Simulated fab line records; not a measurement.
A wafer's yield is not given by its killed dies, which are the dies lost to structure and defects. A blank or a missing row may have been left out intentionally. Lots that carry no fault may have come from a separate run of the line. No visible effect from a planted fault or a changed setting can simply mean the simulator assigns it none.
Comparing a struck lot with a sound one    flow sfqLine    19 out of 325 route steps
Sound: these wafers, L910.1, L910.2, L910.3. The struck wafers were L923.1, L923.2, L923.5. The cause is given at the end.
Per side, at each step with rows, come the tool, then ch with its chambers, and then its first start. Under that, the readings that differ: sound wafers    struck wafers    difference of the means    sigmas: that difference in standard deviations of wafers without a fault.
alike: words and numbers the same on both sides, and readings whose means are apart by under 2 such deviations; not compared: readings that were withheld, readings missing a value for some wafer, numbers with overlapping values and no deviation given by the record, and bounds like >300 which may hide the same value.
A row with sigmas, a row that says differs or no value, or rows on one side alone: a step with any of these is where the two part. When numbers do not overlap yet have no deviation, they are printed without sigmas and do not part them. Lack of a reading on every wafer of one side parts them only where that side has two or more wafers.

SFQ_M1_OVL_MEAS_911:
  struck on overlay-02, day 24 00:50; sound on overlay-01, day 18 15:31
  alike: M1_OVL
SFQ_TRILAYER_M1_BARC_OPEN_METAL_ETCH_054: etches BARC in O2, target depth 125 nm, time 41.7 s.
  sound on rieMetal-03 ch 0,1, day 18 15:33; struck on rieMetal-03 ch 0,1, day 24 00:52
  alike: drypumpMotorCurrentA, oesProductAu
  not compared: rfHoursCounterH
then, 1 step without rows for these wafers: SFQ_TRILAYER_M1_ETCH_METAL_ETCH_042 (etches Nb in Cl2/Ar, stops on SiO2, target depth 240 nm, time 120 s).
SFQ_TRILAYER_M1_STRIP_STRIP_043: strips in O2.
  sound on rieMetal-03 ch 0,1, day 18 15:44; struck on rieMetal-03 ch 0,1, day 24 01:03
  alike: drypumpMotorCurrentA, oesProductAu
  not compared: rfHoursCounterH
then, 2 steps without rows for these wafers: SFQ_TRILAYER_M1_STRIP_SOLV_CLEAN_044 (cleans in NMP, time 600 s); SFQ_TRILAYER_I1_DEP_PECVD_045 (deposits SiO2 from SiH4/N2O, time 111.11 s, target thk 500 nm).
SFQ_TRILAYER_I1_CMP_CMP_046: polishes SiO2.
  sound on cmp-01 ch 0,2,3, day 18 16:35; struck on cmp-02 ch 0,3, day 24 01:55
  alike: motorCurrentA, timeToEndpointS
SFQ_I1_BOW_MEAS_912:
  struck on filmMetro-03, day 24 04:55; sound on filmMetro-03, day 18 19:35
  alike: I1_BOW
SFQ_TRILAYER_I1_METRO_MEASURE_047:
  struck on filmMetro-03, day 24 05:02; sound on filmMetro-03, day 18 19:43
  alike: thkNm
then, 3 steps without rows for these wafers: SFQ_TRILAYER_I1_VIA_LITHO_COAT_054 (resist thk 62 nm); SFQ_TRILAYER_I1_VIA_LITHO_COAT_049 (resist thk 650 nm); SFQ_TRILAYER_I1_VIA_LITHO_SOFTBAKE_053.
-- the record jumps here: 7 days lie between the struck wafers' starts before and after --
SFQ_TRILAYER_I1_VIA_LITHO_EXPOSE_050: exposes mask I1, target cd 500 nm.
  sound on krfScanner-01 ch 0, day 25 17:20; struck on krfScanner-01 ch 0, day 30 19:35
reading            sound                 struck                difference  sigmas
exposureDoseMJCm2  21.280 21.274 21.301  23.345 23.321 23.352  +2.054      +99 or more
  alike: mask
then, 2 steps without rows for these wafers: SFQ_TRILAYER_I1_VIA_LITHO_PEB_052 (peb time 60 s); SFQ_TRILAYER_I1_VIA_LITHO_DEVELOP_051 (time 60 s).
SFQ_I1_OVL_MEAS_913:
  struck on overlay-01, day 30 21:05; sound on overlay-01, day 25 18:50
  alike: I1_OVL
SFQ_TRILAYER_I1_VIA_BARC_OPEN_VIA_ETCH_071: etches BARC in O2, target depth 125 nm, time 41.7 s.
  sound on rieDiel-03 ch 0,1,2, day 25 18:52; struck on rieDiel-04 ch 1,2, day 30 21:07
reading             sound              struck           difference  sigmas
model.I1.cdNm (nm)  501.1 498.4 497.7  512.7 512.4 513  +13.6       
  alike: drypumpMotorCurrentA, oesProductAu
  not compared: rfHoursCounterH
SFQ_TRILAYER_I1_VIA_ETCH_VIA_ETCH_052: etches SiO2 in CHF3, stops on Nb, target depth 260 nm.
  sound on rieDiel-03 ch 0,1,2, day 25 18:55; struck on rieDiel-04 ch 1,2, day 30 21:09
reading             sound              struck           difference  sigmas
model.I1.cdNm (nm)  501.7 499.1 494.9  513 511.5 514.1  +14         
  alike: drypumpMotorCurrentA, oesProductAu
SFQ_TRILAYER_I1_VIA_STRIP_STRIP_053: strips in O2.
  sound on rieMetal-02 ch 0, day 25 19:01; struck on rieMetal-02 ch 0,1, day 30 21:16
  alike: drypumpMotorCurrentA, oesProductAu
  not compared: rfHoursCounterH

## WHERE THEY PART
Only at SFQ_TRILAYER_I1_VIA_LITHO_EXPOSE_050, as far as this record shows. Later steps at which nothing parts them and some readings are alike: SFQ_I1_OVL_MEAS_913, SFQ_TRILAYER_I1_VIA_BARC_OPEN_VIA_ETCH_071, SFQ_TRILAYER_I1_VIA_ETCH_VIA_ETCH_052, SFQ_TRILAYER_I1_VIA_STRIP_STRIP_053.

WHY: what the simulator had put in
Drift in process parameters on krfScanner-01 at SFQ_TRILAYER_I1_VIA_LITHO_EXPOSE_050, starting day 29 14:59. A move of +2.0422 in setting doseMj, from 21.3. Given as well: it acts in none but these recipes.
